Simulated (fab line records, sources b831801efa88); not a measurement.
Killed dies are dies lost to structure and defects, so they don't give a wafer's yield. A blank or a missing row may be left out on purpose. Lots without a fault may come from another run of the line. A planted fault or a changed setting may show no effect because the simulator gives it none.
fab line records | flow sky130
record lots=6 wafers=17 last_day=50
route steps=708 shown VIA1@482 METAL2@483 PAD_OPEN@708
lots that met no fault: from a run of the same line without faults
start_h: hours from the record's first day to the start of the lot's first wafer shown | wait_h: hours since the lot's step before | " the same as in the row above | L1.1+2: a row that stands for several wafers | - no value, or no start given | * or withheld: withheld | < > ~ a bound
route shown NAME@n: a module of which the file shows steps, and the number in the route of the first | usual: mean/standard deviation of fault-free wafers | same: alike in all rows | chamber/n: place in a boat | sites: the reading at each site | _std_site: their standard deviation | _edge_site: outer sites' mean less inner sites' | radius_mm: how far each site lies from the wafer's centre | mask NAME#n: copy n | behind: the tool/chamber that last shaped the wafer | hold: why the lot was held/for how many hours/how that ended | device: the transistor (n, p or np) that didn't switch | end of line: the same wafers' tests at the end of the route | a step without rows: its recipe alone | killed: dies lost to structure and defects at the first sort, not the wafer's yield | map: a wafer's dies, x killed, . not, _ none there
set.NAME: the setting as run; set.NAME@STEP: as run at that earlier step | model.NAME: the simulator's own value behind a step, which no gauge read
lots at some steps of the route; a table a step, a row a wafer
services: from which hour (start_h, from the record's first day; less than 0 if before it) a tool's chamber was out of use, for how many hours, and why
## steps
# step SKY_VIA1_CMP_24
# recipe stop_on=SiO2 t_overpolish_s=15 down_force_psi=3.5 platen_rpm=60 target_thk_nm=0 pad_velocity_m_s=0.94248
# usual motor_current_A=10.8/1.2 overpolish_run_s=15.000/0.0084 retaining_ring_pressure_frac=1.000/0.0048 slurry_filter_dp_kPa=13.50/0.14 time_to_endpoint_s=66/4.9
# same t_overpolish_s=15
# columns lot.wafer tool chamber start_h wait_h motor_current_A overpolish_run_s retaining_ring_pressure_frac slurry_filter_dp_kPa time_to_endpoint_s
L149.3 cmp-01 3 822.68 0.1 10.5 14.995 1.001 13.48 64
L149.2 " 1 " " 10.7 15.010 0.998 13.36 74
L149.5 " 3 " " 10.1 15.002 0.997 13.71 66
L156.1 cmp-02 3 863.14 0.1 11.1 15.004 0.995 13.36 62
L156.3 " 1 " " 8.2 15.016 1.002 13.82 65
L156.2 " 2 " " 11.7 15.005 1.009 13.33 70
L160.1 cmp-02 2 889.53 0.1 10.9 14.999 1.003 13.49 71
L160.6 " 2 " " 11.0 15.003 1.001 13.56 69
L161.1 cmp-02 1 891.53 0.1 8.6 15.005 1.006 13.60 64
L161.3 " 2 " " 10.7 15.000 0.999 13.49 71
L161.2 " 0 " " 10.1 14.998 0.996 13.44 68
L164.4 cmp-02 3 898.52 0.1 10.3 14.994 1.000 13.38 59
L164.2 " 0 " " 9.5 15.000 1.005 13.40 68
L164.3 " 1 " " 8.2 15.005 1.005 13.21 62
L170.4 cmp-02 0 947.53 0.0 9.9 14.995 0.999 13.44 69
L170.2 " 1 " " 8.3 14.999 1.005 13.42 61
L170.6 " 0 " " 10.4 15.003 1.004 13.33 72
# step SKY_METAL2_SPUTTER_00
# recipe material=Ti target_thk_nm=15 power_w=3000 time_s=10 chamber_pressure_pa=0.4
# usual cathode_dc_power_W=3000.0/0.54 throttle_valve_pct=29.9/0.94
# columns lot.wafer tool chamber start_h wait_h cathode_dc_power_W throttle_valve_pct
L149.2 pvd_sputter-04 - 822.93 0.1 3000.2 30.5
L149.3 " - " " 3000.8 30.1
L149.5 " - " " 2999.8 29.9
L156.1 pvd_sputter-03 - 863.44 0.2 2999.8 30.0
L156.2 " - " " 3000.6 28.4
L156.3 " - " " 3000.3 30.6
L160.1 pvd_sputter-02 - 889.83 0.2 2999.7 29.4
L160.6 " - " " 3000.5 28.6
L161.1 pvd_sputter-03 - 891.83 0.2 2999.5 30.1
L161.2 " - " " 3000.9 31.4
L161.3 " - " " 2999.2 30.5
L164.2 pvd_sputter-02 - 898.77 0.1 3000.6 29.4
L164.3 " - " " 3000.8 31.6
L164.4 " - " " 2999.7 29.9
L170.2 pvd_sputter-02 - 947.83 0.2 2999.4 28.4
L170.4 " - " " 2999.8 29.6
L170.6 " - " " 3000.3 30.0
# step SKY_METAL2_SPUTTER_01
# recipe material=TiN target_thk_nm=20 power_w=6500 time_s=16.7 chamber_pressure_pa=0.4
# usual cathode_dc_power_W=6500.1/1.1 throttle_valve_pct=29.9/0.98
# columns lot.wafer tool chamber start_h wait_h cathode_dc_power_W throttle_valve_pct
L149.2 pvd_sputter-04 - 822.95 0.0 6502.1 30.5
L149.3 " - " " 6499.9 29.9
L149.5 " - " " 6500.5 29.7
L156.1 pvd_sputter-03 - 863.46 0.0 6500.1 30.0
L156.2 " - " " 6501.5 28.1
L156.3 " - " " 6499.4 30.5
L160.1 pvd_sputter-02 - 889.85 0.0 6499.9 29.3
L160.6 " - " " 6501.9 28.2
L161.1 pvd_sputter-03 - 891.85 0.0 6500.2 29.9
L161.2 " - " " 6499.9 31.2
L161.3 " - " " 6501.7 30.6
L164.2 pvd_sputter-02 - 898.79 0.0 6499.9 29.3
L164.3 " - " " 6499.5 31.5
L164.4 " - " " 6501.0 30.1
L170.2 pvd_sputter-02 - 947.85 0.0 6500.2 28.6
L170.4 " - " " 6501.1 29.3
L170.6 " - " " 6499.7 29.6
# step SKY_METAL2_SPUTTER_02
# recipe material=AlCu target_thk_nm=250 power_w=10600 time_s=13.3 chamber_pressure_pa=0.4
# usual cathode_dc_power_W=10600/1.9 throttle_valve_pct=29.8/0.94
# columns lot.wafer tool chamber start_h wait_h cathode_dc_power_W throttle_valve_pct
L149.2 pvd_sputter-04 - 822.97 0.0 10599 30.4
L149.3 " - " " 10599 29.8
L149.5 " - " " 10600 29.7
L156.1 pvd_sputter-03 - 863.48 0.0 10601 30.0
L156.2 " - " " 10601 27.8
L156.3 " - " " 10601 30.8
L160.1 pvd_sputter-02 - 889.88 0.0 10600 29.5
L160.6 " - " " 10606 28.2
L161.1 pvd_sputter-03 - 891.88 0.0 10602 29.9
L161.2 " - " " 10599 31.3
L161.3 " - " " 10601 30.6
L164.2 pvd_sputter-02 - 898.81 0.0 10600 29.3
L164.3 " - " " 10601 31.5
L164.4 " - " " 10595 29.7
L170.2 pvd_sputter-02 - 947.87 0.0 10602 28.4
L170.4 " - " " 10598 29.0
L170.6 " - " " 10604 29.7
# step SKY_METAL2_SPUTTER_03
# recipe material=Ti target_thk_nm=5 power_w=3000 time_s=3.3 chamber_pressure_pa=0.4
# usual cathode_dc_power_W=2999.9/0.52 throttle_valve_pct=29.9/0.94
# columns lot.wafer tool chamber start_h wait_h cathode_dc_power_W throttle_valve_pct
L149.2 pvd_sputter-04 - 823.00 0.0 2999.4 30.6
L149.3 " - " " 3000.1 30.0
L149.5 " - " " 3000.5 30.1
L156.1 pvd_sputter-03 - 863.51 0.0 3000.0 30.1
L156.2 " - " " 2999.6 28.3
L156.3 " - " " 3000.0 30.5
L160.1 pvd_sputter-02 - 889.90 0.0 2999.4 29.3
L160.6 " - " " 3000.3 28.2
L161.1 pvd_sputter-03 - 891.90 0.0 2999.5 30.1
L161.2 " - " " 3000.2 31.3
L161.3 " - " " 2999.9 30.6
L164.2 pvd_sputter-02 - 898.84 0.0 2999.3 29.2
L164.3 " - " " 3000.2 31.7
L164.4 " - " " 2999.5 29.8
L170.2 pvd_sputter-02 - 947.90 0.0 2999.4 28.4
L170.4 " - " " 3001.1 29.2
L170.6 " - " " 2999.3 29.8
# step SKY_METAL2_SPUTTER_04
# recipe material=TiN target_thk_nm=70 power_w=6500 time_s=58.3 chamber_pressure_pa=0.4
# step SKY_METAL2_RS_MEAS_05
# recipe thk_meas_gauge=four-point-probe reads=TiN_of_METAL2_SPUTTER_04+Ti_of_METAL2_SPUTTER_03+AlCu_of_METAL2_SPUTTER_02+TiN_of_METAL2_SPUTTER_01+Ti_of_METAL2_SPUTTER_00
# usual METAL2_ALCU_RS=0.1269/0.0014
# columns lot.wafer tool chamber start_h wait_h METAL2_ALCU_RS[ohm/sq]
L149.2 film_metro-03 - 823.09 0.0 0.1272
L149.3 " - " " 0.1247
L149.5 " - " " 0.1258
L156.1 film_metro-02 - 863.58 0.0 0.1282
L156.2 " - " " 0.1287
L156.3 " - " " 0.1276
L160.1 film_metro-02 - 889.97 0.0 0.1268
L160.6 " - " " 0.1266
L161.1 film_metro-03 - 891.97 0.0 0.1275
L161.2 " - " " 0.1293
L161.3 " - " " 0.1267
L164.2 film_metro-02 - 898.93 0.0 0.1267
L164.3 " - " " 0.1252
L164.4 " - " " 0.1261
L170.2 film_metro-03 - 947.99 0.0 0.1277
L170.4 " - " " 0.1270
L170.6 " - " " 0.1282
# step SKY_METAL2_THK_MEAS_06
# recipe thk_meas_gauge=xrf reads=AlCu_of_METAL2_SPUTTER_02
# usual METAL2_ALCU_THK=246/3.3
# columns lot.wafer tool chamber start_h wait_h METAL2_ALCU_THK[nm]
L149.2 film_metro-03 - 823.20 0.1 247
L149.3 " - " " 252
L149.5 " - " " 251
L156.1 film_metro-02 - 863.70 0.1 241
L156.2 " - " " 241
L156.3 " - " " 243
L160.1 film_metro-02 - 890.09 0.1 245
L160.6 " - " " 245
L161.1 film_metro-03 - 892.09 0.1 246
L161.2 " - " " 242
L161.3 " - " " 247
L164.2 film_metro-02 - 899.04 0.1 246
L164.3 " - " " 250
L164.4 " - " " 246
L170.2 film_metro-03 - 948.10 0.1 242
L170.4 " - " " 246
L170.6 " - " " 242
# step SKY_METAL2_DEHYDRATE_07
# recipe temp_c=200 time_s=60
# step SKY_METAL2_HMDS_08
# recipe prime_time_s=60 prime_temp_c=120
# step SKY_METAL2_COAT_09
# recipe resist=BARC temp_c=withheld time_s=withheld spin_rpm=3000 resist_thk_nm=60
# step SKY_METAL2_COAT_10
# recipe resist=KrF-thick spin_rpm=3000 resist_thk_nm=450
# step SKY_METAL2_SOFTBAKE_11
# recipe temp_c=100 time_s=90 resist=KrF-thick
# usual resist_line_temp_C=22.99/0.1 run_length_s=119.41/0.17
# columns lot.wafer tool chamber start_h wait_h resist_line_temp_C run_length_s
L149.2 litho_track-02 0 836 - 22.99 119.47
L149.3 " 0 " " 22.94 119.58
L149.5 " 0 837 - 23.07 119.45
L156.1 litho_track-03 0 875 - 22.93 119.65
L156.2 " 0 " " 23.11 119.32
L156.3 " 0 " " 23.22 119.37
L160.1 litho_track-02 0 900 - 23.00 127.84
L160.6 " 0 " " 22.97 119.51
L161.1 litho_track-02 0 902 - 23.11 128.12
L161.2 " 0 " " 23.15 119.49
L161.3 " 0 " " 23.11 119.49
L164.2 litho_track-01 0 912 - 23.01 119.48
L164.3 " 0 " " 23.06 119.20
L164.4 " 0 " " 22.96 119.28
L170.2 litho_track-01 0 960 - 23.15 119.13
L170.4 " 0 " " 23.02 119.15
L170.6 " 0 " " 22.96 119.10
# step SKY_METAL2_EXPOSE_12
# recipe mask_id=MM2 na=0.8 source_shape=annular sigma_inner=0.55 sigma_outer=0.85 target_cd_nm=140 dose_mj=28
# step SKY_PAD_OPEN_PROBE_99
# usual defect_limited_yield=82.2/1.8 killed_at_M0_to_M3=42/6.1 killed_at_M4_up=3.3/1.7 killed_at_contacts=25/5.4 killed_at_front_end=16/4.6 killed_at_other=0.4/0.55 killed_dies=87/8.8 killed_open=47/7.1 killed_short=40/5.8 sort_bin_3_pad_short=0.9/0.45 sort_bin_5_function=10.7/1.4 sort_bin_6_memory=6.2/1.2 sort_n_pass=405/8.8 sort_yield_pct=82.2/1.8
# same gross_dies=492 killed_at_back_side=0 sort_bin_4_leakage[%]=0 sort_bin_8_speed[%]=0
# columns lot.wafer tool chamber start_h wait_h defect_limited_yield[%] killed_at_M0_to_M3 killed_at_M4_up killed_at_contacts killed_at_front_end killed_at_other killed_dies killed_open killed_short sort_bin_3_pad_short[%] sort_bin_5_function[%] sort_bin_6_memory[%] sort_n_pass sort_yield_pct[%]
L149.2 prober-01 - 1091.63 0.1 81.1 50 2 17 22 2 93 51 41 1.2 11.0 6.7 399 81.1
L149.3 prober-01 - 1091.68 0.2 81.7 50 3 18 18 1 90 50 39 0.8 10.8 6.7 402 81.7
L149.5 prober-01 - 1091.78 0.2 80.9 51 1 23 18 1 94 50 44 1.2 12.0 5.9 398 80.9
L156.1 prober-02 - 1129.87 0.1 80.3 52 0 33 12 0 97 58 39 0.2 13.4 6.1 395 80.3
L156.2 prober-02 - 1129.92 0.1 80.9 46 5 22 21 0 94 49 45 1.2 12.2 5.7 398 80.9
L156.3 prober-02 - 1129.97 0.2 83.9 35 4 24 16 0 79 42 37 0.4 10.2 5.5 413 83.9
L160.1 prober-01 - 1142.29 0.1 81.5 38 1 33 18 1 91 48 43 1.2 11.2 6.1 401 81.5
L160.6 prober-01 - 1142.54 0.2 80.1 43 3 31 21 0 98 56 42 0.4 12.6 6.9 394 80.1
L161.1 prober-02 - 1149.86 0.1 85.4 45 2 14 11 0 72 33 39 0.6 9.6 4.5 420 85.4
L161.2 prober-02 - 1149.91 0.1 82.5 40 4 23 19 0 86 44 42 1.6 8.7 7.1 406 82.5
L161.3 prober-02 - 1149.96 0.2 82.3 42 5 28 11 1 87 49 38 0.6 9.1 7.9 405 82.3
L164.2 prober-02 - 1155.73 0.1 82.3 40 3 32 11 1 87 55 32 0.4 10.2 7.1 405 82.3
L164.3 prober-02 - 1155.78 0.2 80.7 47 2 27 19 0 95 56 39 0.6 14.6 4.1 397 80.7
L164.4 prober-02 - 1155.83 0.2 86.8 23 2 28 12 0 65 33 32 0.8 7.5 4.9 427 86.8
L170.2 prober-01 - 1191.50 0.1 82.1 47 4 24 12 1 88 54 33 0.4 9.1 8.3 404 82.1
L170.4 prober-01 - 1191.60 0.2 85.2 39 1 18 15 0 73 45 27 0.4 7.7 6.7 419 85.2
L170.6 prober-01 - 1191.70 0.2 83.3 41 4 16 21 0 82 47 35 1.8 8.5 6.3 410 83.3
# killed by level:class
L149.2 VIA1:geometric_particle:open=10 FIELD_ISO:geometric_particle:open=8 VIA3:geometric_particle:open=8 VIA2:geometric_particle:open=8 FIELD_ISO:geometric_particle:short=6 LI_CONTACT:geometric_particle:open=6 METAL2:geometric_particle:short=6 METAL1:geometric_particle:short=5
L149.3 VIA1:geometric_particle:open=13 VIA1:geometric_particle:short=8 VIA2:geometric_particle:open=8 VIA3:geometric_particle:open=6 FIELD_ISO:geometric_particle:short=5 LI_CONTACT:geometric_particle:open=5 CONTACT:geometric_particle:short=5 FIELD_ISO:geometric_particle:open=4
L149.5 VIA1:geometric_particle:open=14 CONTACT:geometric_particle:open=8 VIA1:geometric_particle:short=8 LI_CONTACT:geometric_particle:open=7 VIA3:geometric_particle:open=7 METAL1:geometric_particle:short=7 METAL2:geometric_particle:short=6 FIELD_ISO:geometric_particle:short=4
L156.1 VIA1:geometric_particle:open=15 CONTACT:geometric_particle:open=14 LI_CONTACT:geometric_particle:open=8 VIA2:geometric_particle:open=7 CONTACT:geometric_particle:short=6 METAL2:geometric_particle:short=6 VIA1:geometric_particle:short=6 FIELD_ISO:geometric_particle:short=5
L156.2 VIA1:geometric_particle:open=15 CONTACT:geometric_particle:open=10 FIELD_ISO:geometric_particle:open=8 FIELD_ISO:geometric_particle:short=6 METAL3:geometric_particle:short=6 CONTACT:geometric_particle:short=5 METAL1:geometric_particle:short=5 METAL4:geometric_particle:short=5
L156.3 CONTACT:geometric_particle:open=12 VIA1:geometric_particle:open=7 LI_CONTACT:geometric_particle:open=6 METAL1:geometric_particle:short=6 CONTACT:geometric_particle:short=5 FIELD_ISO:geometric_particle:short=4 VIA1:geometric_particle:short=4 METAL2:geometric_particle:short=4
L160.1 CONTACT:geometric_particle:open=12 LI_CONTACT:geometric_particle:open=9 METAL2:geometric_particle:short=9 VIA1:geometric_particle:open=5 VIA1:geometric_particle:short=5 FIELD_ISO:geometric_particle:short=4 POLY_GATE:geometric_particle:open=4 POLY_GATE:geometric_particle:short=4
L160.6 LI_CONTACT:geometric_particle:open=12 CONTACT:geometric_particle:open=12 VIA1:geometric_particle:open=11 POLY_GATE:geometric_particle:short=7 POLY_GATE:geometric_particle:open=6 METAL2:geometric_particle:short=5 VIA3:geometric_particle:short=5 METAL1:geometric_particle:short=4
L161.1 METAL1:geometric_particle:short=8 METAL2:geometric_particle:short=8 CONTACT:geometric_particle:short=6 POLY_GATE:geometric_particle:open=5 CONTACT:geometric_particle:open=5 VIA2:geometric_particle:open=5 VIA1:geometric_particle:open=4 METAL2:geometric_particle:open=4
L161.2 CONTACT:geometric_particle:open=8 VIA2:geometric_particle:open=7 LOCAL_INTERCONNECT:geometric_particle:short=6 METAL2:geometric_particle:short=6 VIA1:geometric_particle:open=6 POLY_GATE:geometric_particle:open=5 METAL1:geometric_particle:short=5 FIELD_ISO:geometric_particle:open=4
L161.3 VIA3:geometric_particle:open=12 VIA1:geometric_particle:open=11 CONTACT:geometric_particle:open=7 LI_CONTACT:geometric_particle:short=6 LOCAL_INTERCONNECT:geometric_particle:short=6 FIELD_ISO:geometric_particle:short=5 CONTACT:geometric_particle:short=5 VIA2:geometric_particle:open=5
L164.2 CONTACT:geometric_particle:open=18 LI_CONTACT:geometric_particle:open=8 VIA1:geometric_particle:open=8 VIA2:geometric_particle:open=7 METAL1:geometric_particle:short=5 VIA3:geometric_particle:open=5 METAL2:geometric_particle:short=4 FIELD_ISO:geometric_particle:short=3
L164.3 CONTACT:geometric_particle:open=13 VIA2:geometric_particle:open=9 VIA3:geometric_particle:open=7 VIA1:geometric_particle:open=7 METAL1:geometric_particle:short=6 LI_CONTACT:geometric_particle:short=6 POLY_GATE:geometric_particle:short=5 LI_CONTACT:geometric_particle:open=5
L164.4 CONTACT:geometric_particle:open=10 LI_CONTACT:geometric_particle:open=5 LOCAL_INTERCONNECT:geometric_particle:short=5 CONTACT:geometric_particle:short=5 POLY_GATE:geometric_particle:short=4 VIA1:geometric_particle:open=4 METAL2:geometric_particle:short=4 VIA2:geometric_particle:open=4
L170.2 CONTACT:geometric_particle:open=14 VIA3:geometric_particle:open=11 VIA1:geometric_particle:open=11 VIA3:geometric_particle:short=6 LI_CONTACT:geometric_particle:open=5 VIA2:geometric_particle:open=5 METAL2:geometric_particle:short=5 LI_CONTACT:geometric_particle:short=4
L170.4 LI_CONTACT:geometric_particle:open=10 VIA2:geometric_particle:open=8 VIA3:geometric_particle:open=8 FIELD_ISO:geometric_particle:open=5 CONTACT:geometric_particle:open=5 VIA1:geometric_particle:open=4 METAL2:geometric_particle:short=4 FIELD_ISO:geometric_particle:short=3
L170.6 VIA1:geometric_particle:open=9 FIELD_ISO:geometric_particle:open=7 VIA3:geometric_particle:open=7 VIA2:geometric_particle:open=6 CONTACT:geometric_particle:short=5 LI_CONTACT:geometric_particle:open=5 VIA3:geometric_particle:short=5 METAL1:geometric_particle:short=4
## services
# columns tool chamber start_h hours kind
pvd_sputter-03 - 800.57 0.5 repair
cmp-01 - 803.60 4.8 pm
cmp-02 - 803.77 0.6 repair
cmp-01 - 804.68 4.7 repair
pvd_sputter-02 - 832.97 3.7 repair
cmp-01 - 844.00 0.2 repair
cmp-02 - 849.99 1.4 repair
cmp-02 - 855.26 1.8 repair
pvd_sputter-02 - 861.77 9.4 repair
cmp-02 - 877.77 1.3 repair
cmp-02 - 912.00 4.0 pm
cmp-02 - 916.00 - consumable_replace:conditioner
cmp-02 - 916.00 - consumable_replace:pad
pvd_sputter-02 - 937.08 8.5 repair
cmp-02 - 956.47 1.6 repair
## key
first_sign step=SKY_METAL2_SOFTBAKE_11 reading=run_length_s direction=up sigmas=50 usual=* struck=*
effect none on later readings
met_at SKY_METAL2_SOFTBAKE_11
struck_wafers L160.1,L161.1
onset_between 836 900
fault kind=process_parameter_drift tool=litho_track-02 chamber=- onset_h=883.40 steps=SKY_METAL2_SOFTBAKE_11 channel=time_s offset=* shape=step end_h=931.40 scope=struck_wafers_only acts_in=* stated=*
